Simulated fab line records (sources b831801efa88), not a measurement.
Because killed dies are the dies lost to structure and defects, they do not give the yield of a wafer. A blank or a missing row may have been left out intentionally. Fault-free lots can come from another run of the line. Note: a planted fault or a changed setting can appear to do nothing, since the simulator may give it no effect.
Problem report, 8D (eight disciplines) form, completed by code :: flow sky130 :: the parts of the form that need people (team, actions taken, sign-off) are left out

1. PROBLEM STATEMENT
tube-center-temp-C at SKY_GATE_OXIDE_OXIDATION_16 reads a mean of 809.16 C on 6 wafers of 2 lots; wafers without a fault read 799.99 C with a standard deviation of 0.069. So: +99 or more standard deviations from the usual mean.
The step: stabilise 600 s, purge 300 s, target thk 3.57 nm.
First observed at day 14 23:29: wafer L652.3, on furnace-01. Wafers with a number at this step in the record: 18, from 6 lots. By rule, "out" or "out of limits" means more than 4 standard deviations away from the usual mean. Any other wafer with a number is counted as sound.

2. WHAT THIS IS AND IS NOT
question: which readings at this step
is: tube-center-temp-C, spike-tc-bottom-C, spike-tc-centre-C, spike-tc-lower-C, spike-tc-upper-C, tube_center_temp_C_max
is not: zone-power-bottom-pct

question: which lots
is: L652, L653
is not: L649, L657, L664, L671

question: which wafers of those lots
is: all that have a number
is not: -

question: read on which tools
is: furnace-01
is not: furnace-02

question: when
is: from day 14 23:29
is not: up to then (3 sound wafers); but 9 sound wafers of L657, L664, L671 came after

3. WHAT RULES OUT EACH SUSPECT
Counting: a tool at any process step up to the reading remains a suspect when it ran all the lots that are out and ran no sound lot after the first of those.
- furnace-01 at SKY_GATE_OXIDE_OXIDATION_16 (stabilise 600 s, purge 300 s, target thk 3.57 nm): ruled out as a lasting fault. Following L652 (day 14 23:29), the first lot on it that is out, the sound lots L664, L671 were run on it.
Left after counting: nothing in the record.

4. THE CAUSE (what the simulator had put in)
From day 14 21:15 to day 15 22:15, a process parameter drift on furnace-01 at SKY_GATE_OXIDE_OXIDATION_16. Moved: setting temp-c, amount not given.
Counting ruled it out, wrongly.

5. SEQUENCE OF EFFECTS, ordered by route
Rows list readings where the struck wafers' mean (over those with a number) sits beyond 3 standard deviations from the usual. Readings are gone through only where the record gives a usual standard deviation; hours: the median, over the lots, of the time from a lot's start at the first step in this table giving one to that lot's start at this step; sigmas: the change measured in usual standard deviations.
hours: 0
step: SKY_GATE_OXIDE_OXIDATION_16
reading: spike-tc-bottom-C
usual: 820.0 C
on struck wafers: 829.2
change: +9.2
sigmas: +6.6

hours: 0
step: SKY_GATE_OXIDE_OXIDATION_16
reading: spike-tc-centre-C
usual: 801.1 C
on struck wafers: 810.9
change: +9.8
sigmas: +7.5

hours: 0
step: SKY_GATE_OXIDE_OXIDATION_16
reading: spike-tc-lower-C
usual: 801.0 C
on struck wafers: 809.9
change: +8.9
sigmas: +9.4

hours: 0
step: SKY_GATE_OXIDE_OXIDATION_16
reading: spike-tc-upper-C
usual: 799.1 C
on struck wafers: 807.5
change: +8.4
sigmas: +8.4

hours: 0
step: SKY_GATE_OXIDE_OXIDATION_16
reading: tube-center-temp-C
usual: 799.99 C
on struck wafers: 809.16
change: +9.17
sigmas: +99 or more

hours: 0
step: SKY_GATE_OXIDE_OXIDATION_16
reading: tube_center_temp_C_max
usual: 802.1
on struck wafers: 811.2
change: +9.1
sigmas: +25
Process steps it contains:
- SKY_GATE_OXIDE_OXIDATION_16: stabilise 600 s, purge 300 s, target thk 3.57 nm.

6. WHAT WOULD HAVE CAUGHT IT SOONER
In this record the first reading out of limits was taken at day 14 23:29, 2 hours after the fault began at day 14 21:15.
